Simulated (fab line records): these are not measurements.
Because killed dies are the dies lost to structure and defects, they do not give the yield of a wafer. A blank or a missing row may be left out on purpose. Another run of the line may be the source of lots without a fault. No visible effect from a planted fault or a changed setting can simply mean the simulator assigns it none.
What tool caused it? ; flow sfq_line ; 7 lots with 21 wafers sampled at 5 steps, on a route of 325 steps

## WHAT EACH GAUGE READ, for each wafer
SFQ_I3_OVL_MEAS_923.
lot;measured;on;I3_OVL (nm)
L474;day 48 04:21;overlay-01;-3 -1 -1
L477;day 49 10:48;overlay-02;-8 -4 -8
L480;day 57 01:52;overlay-02;-2 -3 3
L484;day 58 06:38;overlay-02;6 1 -2
L488;day 60 09:11;overlay-01;-4 -7 3
L493;day 61 05:35;overlay-02;-8 3 -13
L495;day 61 23:10;overlay-02;-7 3 0

## TOOL THAT RAN EACH LOT (tool first, then ch and the chambers of the sampled wafers, then the start)
lot;SFQ_TRILAYER_M1_STRIP_STRIP_043;SFQ_TRILAYER_I1_DEP_PECVD_045;SFQ_TRILAYER_I3_CMP_CMP_082;SFQ_TRILAYER_I3_METRO_MEASURE_083
L474;rie_metal-01 ch 0,1, day 27 06:02;pecvd-03 ch 0,2, day 27 06:48;cmp-01 ch 0,1,2, day 47 00:05;film_metro-04, day 47 02:12
L477;rie_metal-03 ch 0,1, day 29 01:21;pecvd-03 ch 0,1,2, day 29 02:08;cmp-01 ch 1,2,3, day 49 05:14;film_metro-01, day 49 07:21
L480;rie_metal-03 ch 0,1, day 30 13:33;pecvd-02 ch 1,2, day 30 14:08;cmp-01 ch 0,1,3, day 50 18:43;film_metro-04, day 50 21:44
L484;rie_metal-04 ch 0,1, day 32 03:10;pecvd-03 ch 1,2, day 32 03:57;cmp-02 ch 0,1,2, day 52 01:01;film_metro-01, day 52 04:08
L488;rie_metal-03 ch 0,1, day 34 13:05;pecvd-03 ch 0,1, day 34 13:40;cmp-01 ch 1,2, day 54 02:40;film_metro-04, day 54 06:11
L493;rie_metal-04 ch 1, day 35 15:41;pecvd-02 ch 0,1,2, day 35 16:51;cmp-01 ch 1,2,3, day 55 01:44;film_metro-04, day 55 05:03
L495;rie_metal-03 ch 0,1, day 36 05:38;pecvd-02 ch 0,1, day 36 06:27;cmp-02 ch 1,2, day 55 20:03;film_metro-01, day 55 22:52
- SFQ_TRILAYER_M1_STRIP_STRIP_043: strips in O2.
- SFQ_TRILAYER_I1_DEP_PECVD_045: deposits SiO2 from SiH4/N2O, time 111.11 s, target thk 500 nm.
- SFQ_TRILAYER_I3_CMP_CMP_082: polishes SiO2.
- SFQ_TRILAYER_I3_METRO_MEASURE_083

## THE ANSWER, worked out from the rows above alone
Rule: the lots themselves supply what counts as usual. The widest of any qualifying gaps counts: lots, ordered by their means at a reading, are off when they make up no more than a third of the lots, leave a main group of 4 or more, and stand apart from it by 3 or more times the standard deviation of that group's means. A main group whose means are all the same, to the digits that the tables above print for the reading, isn't used. A lot without any number at a reading at which 4 lots or more have one is off too. The other lots that the step has rows for count as sound.
None of the lots is off at any reading shown; this tells nothing.

## WHAT THE SIMULATOR PUT IN
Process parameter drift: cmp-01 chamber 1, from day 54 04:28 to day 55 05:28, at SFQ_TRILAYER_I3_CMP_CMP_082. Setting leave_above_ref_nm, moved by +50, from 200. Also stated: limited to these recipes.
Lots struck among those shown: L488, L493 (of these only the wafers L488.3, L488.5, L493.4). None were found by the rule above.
